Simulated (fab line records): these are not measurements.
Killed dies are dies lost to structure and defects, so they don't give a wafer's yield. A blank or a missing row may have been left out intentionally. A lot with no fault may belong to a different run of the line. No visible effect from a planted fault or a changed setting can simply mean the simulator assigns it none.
Which tool did it? :: flow sfq line :: 13 lots, 39 wafers sampled, at 1 step of a route of 325

== WHAT THE GAUGES READ, wafer by wafer ==
SFQ_INCOMING_BOW_MEAS_900. Usual: for INCOMING_BOW the level is 1 um and the standard deviation is 6.
lot: L332
measured: day 1 10:00
on: film metro-04
INCOMING_BOW (um): -3 0 -5
flag: 

lot: L333
measured: day 1 15:00
on: film metro-02
INCOMING_BOW (um): 3 -2 4
flag: 

lot: L334
measured: day 1 20:02
on: film metro-02
INCOMING_BOW (um): 12 -2 1
flag: 

lot: L335
measured: day 2 01:01
on: film metro-04
INCOMING_BOW (um): 11 -1 3
flag: 

lot: L336
measured: day 2 06:00
on: film metro-02
INCOMING_BOW (um): 0 0 8
flag: 

lot: L337
measured: day 2 11:00
on: film metro-02
INCOMING_BOW (um): 1 5 2
flag: 

lot: L338
measured: day 2 16:01
on: film metro-02
INCOMING_BOW (um): 9 5 4
flag: 

lot: L339
measured: day 2 21:01
on: film metro-01
INCOMING_BOW (um): -7 -2 2
flag: 

lot: L340
measured: day 3 02:00
on: film metro-02
INCOMING_BOW (um): -8 -2 -2
flag: 

lot: L348
measured: day 4 18:00
on: film metro-04
INCOMING_BOW (um): -9 -6 -7
flag: 

lot: L351
measured: day 5 09:01
on: film metro-01
INCOMING_BOW (um): -2 -7 2
flag: 

lot: L354
measured: day 6 00:00
on: film metro-04
INCOMING_BOW (um): 10 -8 14
flag: 

lot: L355
measured: day 6 05:00
on: film metro-04
INCOMING_BOW (um): 2 9 -4
flag: 

== TOOL THAT RAN EACH LOT (tool first, then ch and the chambers of the sampled wafers, then the start) ==
The record shows no process step preceding these readings.

== WHAT THE TOOLS THEMSELVES READ (means of the sampled wafers that have a number; where no wafer has one, the mark that the record gives instead) ==
The record holds no such reading with a usual standard deviation.

== THE ANSWER, worked out from the rows above alone ==
Rule: lot off if the mean of its wafers having a number is beyond 3 standard deviations from the usual mean. A lot without any number at a reading at which 4 lots or more have one is off too. The other lots that the step has rows for count as sound. The gauges are gone through in route order, then the tools' own readings, and for those a lot's mean is taken as printed above. The first step at which some lot is off is used, and at that step the reading that is off furthest; a lot without a number counts as furthest.
Across all readings shown, no lot is off: no conclusion can be drawn from this.

== WHAT HAD BEEN PUT IN BY THE SIMULATOR ==
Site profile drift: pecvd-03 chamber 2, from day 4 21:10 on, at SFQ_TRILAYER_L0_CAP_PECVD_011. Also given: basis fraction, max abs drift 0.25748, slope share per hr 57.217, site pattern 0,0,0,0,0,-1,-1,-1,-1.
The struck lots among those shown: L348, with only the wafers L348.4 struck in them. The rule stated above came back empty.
